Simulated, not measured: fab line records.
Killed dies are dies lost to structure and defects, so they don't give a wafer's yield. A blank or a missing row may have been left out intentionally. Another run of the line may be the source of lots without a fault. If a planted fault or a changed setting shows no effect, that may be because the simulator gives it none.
fab line records	flow sky130
record lots=12	wafers=36	lastDay=50
route steps=708 shown LI_CONTACT@376 VIA1@482 METAL2@488 VIA2@522
lots untouched by any fault: they come from a run of this same line in which no faults occurred
startH: the number of hours between the record's first day and the start of the first shown wafer of the lot	waitH: hours from the lot's prior step to this one	" as in the row above	L1.1+2: a row that stands for several wafers	- no value present, or no start provided	* or withheld: withheld	< > ~ a bound
route shown NAME@n: names a module that has steps shown in the file, with the first one's number in the route	usual: average and standard deviation across the fault-free wafers	same: alike in all rows	chamber/n: place in a boat	sites: readings site by site	_std_site: standard deviation across them	_edge_site: the outer-site mean with the inner-site mean subtracted	radiusMm: for every site, how far away it sits from the centre of the wafer	mask NAME#n: copy n	behind: the most recent tool/chamber to have shaped the wafer	hold: why the lot was held/for how many hours/how that ended	device: transistor that didn't switch, given as n, p or np	end of line: tests run on the same wafers once the route is complete	a step given without rows: its recipe and nothing more	killed: count of dies lost to structure and defects at first sort (not the wafer's yield)	map: a wafer's dies, x killed, . not, _ none there
set.NAME: setting as actually run; set.NAME@STEP: the setting as run at that earlier step	model.NAME: the simulator's own value behind a step, which no gauge read
route steps across a sampled set of lots; one table per step, one row per wafer
services: from which hour (startH, from the record's first day; less than 0 if before it) a tool's chamber was out of use, for how many hours, and why
## steps
# step SKY_LI_CONTACT_ETCH_14
# recipe chemistry=N2/H2	target=BARC	ionEnergyEv=200	sourceW=500	biasW=100	pressureMtorr=30	n2FlowSccm=100	h2FlowSccm=200	stopOn=SiO2	timeS=45.9	targetDepthA=600
# usual biasW=100.0/0.31	drypumpMotorCurrentA=5.8/0.53	oesProductAu=0.854/0.004	runLengthS=74.2/0.33	throttleValvePct=13.224/0.0087
lot.wafer	tool	chamber	startH	waitH	biasW	drypumpMotorCurrentA	oesProductAu	rfHoursCounterH	runLengthS	throttleValvePct
L112.2	rieDiel-04	2	680.64	0.0	100.2	5.1	0.857	41	74.7	13.231
L112.3	"	3	"	"	100.4	6.6	0.856	13	74.7	13.218
L112.6	"	2	"	"	99.9	5.1	0.861	-	74.5	13.231
L111.1	rieDiel-01	1	681.59	0.0	99.1	6.4	0.860	49	74.6	13.227
L111.3	"	2	"	"	100.2	5.5	0.857	1	74.3	13.221
L111.6	"	1	"	"	99.2	6.4	0.853	-	74.7	13.234
L115.2	rieDiel-04	3	731.59	0.0	100.2	6.6	0.851	15	74.3	13.227
L115.3	"	1	"	"	100.0	5.9	0.853	14	74.2	13.217
L115.5	"	3	"	"	100.0	6.6	0.856	-	74.3	13.219
L116.3	rieDiel-02	1	731.76	0.0	100.0	6.0	0.853	31	73.7	13.224
L116.4	"	0	"	"	100.4	5.8	0.860	4	73.9	13.209
L116.6	"	3	"	"	99.9	5.7	0.853	-	74.7	13.215
L119.2	rieDiel-01	0	741.34	0.0	99.9	6.6	0.856	8	74.2	13.225
L119.3	"	2	"	"	100.2	5.5	0.850	2	73.9	13.216
L119.5	"	2	"	"	100.0	5.5	0.858	-	73.6	13.219
L121.1	rieDiel-01	0	760.44	0.0	99.9	6.6	0.852	9	74.0	13.226
L121.2	"	2	"	"	-	5.5	0.993	3	66.5	13.249
L121.5	"	2	"	"	-	5.5	0.994	-	67.0	13.246
L122.1	rieDiel-01	1	766.91	0.0	100.8	6.4	0.858	1	74.5	13.202
L122.5	"	2	"	"	-	5.5	1.003	-	67.0	13.228
L122.6	"	1	"	"	100.3	6.4	0.855	-	74.7	13.225
L123.1	rieDiel-01	0	776.16	0.0	100.1	6.5	0.858	9	74.2	13.231
L123.2	"	2	"	"	-	5.5	0.989	3	66.6	13.231
L123.6	"	1	"	"	100.0	6.4	0.857	-	74.9	13.227
L126.1	rieDiel-02	0	796.64	0.0	100.1	5.8	0.848	6	74.3	13.237
L126.4	"	3	"	"	99.7	5.7	0.855	18	74.0	13.228
L126.5	"	2	"	"	100.0	5.2	0.855	-	73.7	13.239
L130.1	rieDiel-02	0	837.24	0.0	100.0	5.7	0.861	7	74.4	13.201
L130.2	"	3	"	"	100.2	5.7	0.852	20	74.1	13.225
L130.6	"	0	"	"	100.1	5.8	0.847	-	73.9	13.223
L132.3	rieDiel-01	2	839.31	0.0	99.9	5.5	0.858	5	73.8	13.242
L132.5	"	2	"	"	99.8	5.5	0.852	-	73.7	13.221
L132.6	"	3	"	"	99.5	5.1	0.854	-	74.4	13.219
L134.1	rieDiel-01	0	852.66	0.0	99.8	6.5	0.858	11	74.1	13.234
L134.3	"	3	"	"	100.2	5.2	0.859	6	74.3	13.226
L134.5	"	2	"	"	100.1	5.5	0.857	-	73.6	13.225
# step SKY_VIA1_CMP_24
# recipe stopOn=SiO2	tOverpolishS=15	downForcePsi=3.5	platenRpm=60	targetThkNm=0	padVelocityMS=0.94248
# usual motorCurrentA=11.0/0.85	overpolishRunS=15.000/0.0093	timeToEndpointS=65.4/2
lot.wafer	tool	chamber	startH	waitH	motorCurrentA	overpolishRunS	timeToEndpointS
L112.3	cmp-02	2	796.71	0.0	10.7	15.004	66.1
L112.2	"	3	"	"	11.4	14.996	67.3
L112.6	"	3	"	"	11.0	14.981	65.8
L111.1	cmp-01	2	798.85	0.1	10.0	15.005	65.0
L111.3	"	3	"	"	11.2	14.993	67.5
L111.6	"	2	"	"	9.8	14.986	62.3
L115.2	cmp-01	3	846.41	0.1	11.5	15.004	64.8
L115.3	"	1	"	"	9.7	15.009	66.0
L115.5	"	2	"	"	10.1	14.987	68.9
L116.4	cmp-01	3	848.12	0.1	11.1	14.985	66.4
L116.3	"	1	"	"	9.8	15.008	64.8
L116.6	"	2	"	"	10.1	14.992	63.6
L119.3	cmp-01	1	855.45	0.1	9.6	15.011	64.7
L119.2	"	3	"	"	10.9	15.016	63.2
L119.5	"	1	"	"	9.3	14.978	65.4
L121.1	cmp-01	1	872.21	0.1	9.8	14.994	65.3
L121.2	"	0	"	"	12.4	15.008	63.4
L121.5	"	2	"	"	10.2	14.994	60.3
L122.1	cmp-01	0	879.05	0.2	12.1	15.003	61.7
L122.6	"	2	"	"	9.7	15.014	66.5
L122.5	"	3	"	"	11.3	14.984	68.1
L123.2	cmp-02	0	886.63	0.0	10.3	14.999	62.4
L123.1	"	1	"	"	12.5	15.000	64.8
L123.6	"	1	"	"	11.9	15.014	60.3
L126.4	cmp-02	0	907.27	0.0	10.9	14.995	66.7
L126.1	"	2	"	"	10.2	14.993	66.4
L126.5	"	1	"	"	12.4	15.017	66.9
L130.1	cmp-01	0	945.24	0.1	11.5	15.000	66.3
L130.2	"	3	"	"	10.7	15.001	66.4
L130.6	"	0	"	"	10.7	15.001	67.7
L132.3	cmp-01	0	948.08	0.0	11.1	15.009	66.7
L132.6	"	0	"	"	11.4	14.989	67.1
L132.5	"	1	"	"	9.9	14.993	67.4
L134.3	cmp-02	2	960.22	0.1	11.3	15.005	66.8
L134.1	"	3	"	"	11.4	15.005	66.8
L134.5	"	2	"	"	10.6	15.004	65.3
# step SKY_METAL2_RS_MEAS_05
# recipe thkMeasGauge=four-point-probe	reads=TiN_of_METAL2_SPUTTER_04+Ti_of_METAL2_SPUTTER_03+AlCu_of_METAL2_SPUTTER_02+TiN_of_METAL2_SPUTTER_01+Ti_of_METAL2_SPUTTER_00
# usual METAL2_ALCU_RS=0.1224/0.0011
lot.wafer	tool	chamber	startH	waitH	METAL2_ALCU_RS[ohm/sq]
L112.2	filmMetro-01	-	797.17	0.0	0.1217
L112.3	"	-	"	"	0.1223
L112.6	"	-	"	"	0.1221
L111.1	filmMetro-04	-	799.29	0.0	0.1217
L111.3	"	-	"	"	0.1218
L111.6	"	-	"	"	0.1218
L115.2	filmMetro-04	-	846.82	0.0	0.1218
L115.3	"	-	"	"	0.1226
L115.5	"	-	"	"	0.1222
L116.3	filmMetro-04	-	848.55	0.1	0.1217
L116.4	"	-	"	"	0.1223
L116.6	"	-	"	"	0.1209
L119.2	filmMetro-01	-	855.86	0.0	0.1233
L119.3	"	-	"	"	0.1228
L119.5	"	-	"	"	0.1222
L121.1	filmMetro-04	-	872.65	0.0	0.1239
L121.2	"	-	"	"	0.1226
L121.5	"	-	"	"	0.1242
L122.1	filmMetro-01	-	879.39	0.0	0.1218
L122.5	"	-	"	"	0.1222
L122.6	"	-	"	"	0.1224
L123.1	filmMetro-01	-	887.07	0.0	0.1199
L123.2	"	-	"	"	0.1216
L123.6	"	-	"	"	0.1208
L126.1	filmMetro-02	-	907.71	0.0	0.1225
L126.4	"	-	"	"	0.1218
L126.5	"	-	"	"	0.1217
L130.1	filmMetro-01	-	945.68	0.0	0.1217
L130.2	"	-	"	"	0.1214
L130.6	"	-	"	"	0.1225
L132.3	filmMetro-04	-	948.56	0.1	0.1237
L132.5	"	-	"	"	0.1246
L132.6	"	-	"	"	0.1234
L134.1	filmMetro-01	-	960.61	0.0	0.1219
L134.3	"	-	"	"	0.1209
L134.5	"	-	"	"	0.1217
# step SKY_VIA2_ETCH_15
# recipe target=SiO2	chemistry=C4F8/O2/Ar	targetDepthNm=546	stopOn=TiN	maskMaterial=KrF-thick	sourceW=1500	biasW=1200	pressureMtorr=40	c4f8FlowSccm=withheld	O2_flow_sccm=6	Ar_flow_sccm=300	timeS=84
# usual biasW=1199/3.4	oesProductAu=0.938/0.0046	runLengthS=112.5/0.39
lot.wafer	tool	chamber	startH	waitH	biasW	oesProductAu	rfHoursCounterH	runLengthS
L112.2	rieDiel-03	2	851.23	0.0	1201	0.938	13	112.5
L112.3	"	3	"	"	1195	0.941	14	112.4
L112.6	"	1	"	"	1198	0.943	-	112.0
L111.1	rieDiel-01	3	853.72	0.0	1200	0.936	7	112.5
L111.3	"	2	"	"	1195	0.940	5	112.2
L111.6	"	2	"	"	1196	0.941	-	112.0
L115.2	rieDiel-01	1	900.33	0.0	1203	0.940	4	113.0
L115.3	"	2	"	"	1202	0.939	7	111.6
L115.5	"	3	"	"	1198	0.934	-	112.7
L116.3	rieDiel-03	3	902.20	0.0	1204	0.924	16	112.4
L116.4	"	3	"	"	1201	0.942	-	111.9
L116.6	"	1	"	"	1195	0.935	-	112.1
L119.2	rieDiel-03	0	908.70	0.0	1204	0.941	24	113.5
L119.3	"	1	"	"	1201	0.942	3	112.2
L119.5	"	0	"	"	1204	0.936	-	112.7
L121.1	rieDiel-01	2	925.18	0.0	1196	0.942	7	112.2
L121.2	"	3	"	"	1197	0.931	8	112.6
L121.5	"	3	"	"	1197	0.940	-	112.8
L122.1	rieDiel-03	2	931.72	0.0	1195	0.938	15	112.2
L122.5	"	1	"	"	1192	0.945	-	112.5
L122.6	"	0	"	"	1196	0.932	-	113.3
L123.1	rieDiel-01	1	938.36	0.0	1195	0.943	5	113.0
L123.2	"	0	"	"	1198	0.939	13	112.5
L123.6	"	1	"	"	1197	0.937	-	112.5
L126.1	rieDiel-03	3	958.45	0.0	1201	0.935	18	112.6
L126.4	"	0	"	"	1199	0.941	26	112.9
L126.5	"	2	"	"	1197	0.935	-	112.0
L130.1	rieDiel-04	3	995.39	0.0	1195	0.937	23	112.5
L130.2	"	1	"	"	1199	0.948	23	112.3
L130.6	"	1	"	"	1200	0.941	-	112.2
L132.3	rieDiel-04	1	997.82	0.0	1193	0.937	23	112.3
L132.5	"	0	"	"	1199	0.939	-	112.0
L132.6	"	1	"	"	1200	0.937	-	112.2
L134.1	rieDiel-03	2	1009.62	0.0	1204	0.951	18	112.0
L134.3	"	1	"	"	1200	0.937	6	112.1
L134.5	"	0	"	"	1194	0.936	-	113.3
## services
tool	chamber	startH	hours	kind
cmp-02	-	668.07	1.4	repair
cmp-01	-	684.78	0.5	repair
rieDiel-03	2	690.84	7.1	repair
cmp-02	-	706.80	4.2	repair
cmp-01	-	723.94	0.3	repair
rieDiel-03	1	734.82	10.1	repair
cmp-02	-	744.03	4.0	pm
rieDiel-03	3	765.11	2.9	repair
rieDiel-01	3	770.78	11.6	repair
rieDiel-04	0	779.49	10.2	repair
rieDiel-01	1	796.84	9.5	repair
cmp-02	-	818.41	2.4	repair
cmp-02	-	820.82	7.1	pm
rieDiel-03	-	824.77	0.7	repair
rieDiel-01	0	824.97	5.5	repair
rieDiel-03	-	832.46	14.6	pm
rieDiel-03	3	894.22	4.1	repair
rieDiel-03	2	897.71	4.5	repair
cmp-01	-	909.69	5.7	pm
cmp-01	-	915.35	4.0	pm
rieDiel-01	2	929.68	12.2	repair
rieDiel-01	3	936.37	13.1	repair
rieDiel-01	1	945.44	9.0	repair
rieDiel-03	0	976.30	5.2	repair
## key
firstSign step=SKY_LI_CONTACT_ETCH_14	reading=oesProductAu	direction=up	sigmas=35	usual=0.854	struck=0.995
effect step=SKY_LI_CONTACT_ETCH_14	reading=runLengthS	direction=down	sigmas=22	usual=*	struck=*
metAt SKY_LI_CONTACT_ETCH_14
struckLots L121,L122,L123
struckWafers L121.2,L121.5,L122.5,L123.2
testerLeftOut L121,L122,L123
notActingAt SKY_VIA1_CMP_24,SKY_METAL2_RS_MEAS_05,SKY_VIA2_ETCH_15
onsetBetween 741.34 760.44
fault kind=processParameterDrift	tool=rieDiel-01	chamber=2	onsetH=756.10	steps=SKY_LI_CONTACT_ETCH_14	channel=timeS	offset=*	shape=step	endH=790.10	actsIn=*	stated=*
# testerLeftOut: of these lots the tester's yield and bins aren't shown, on N5 and GAA mostly nor the transistor test; their killed dies are dies lost to structure and defects alone, not to doping, threshold or leakage, so they don't give the yield
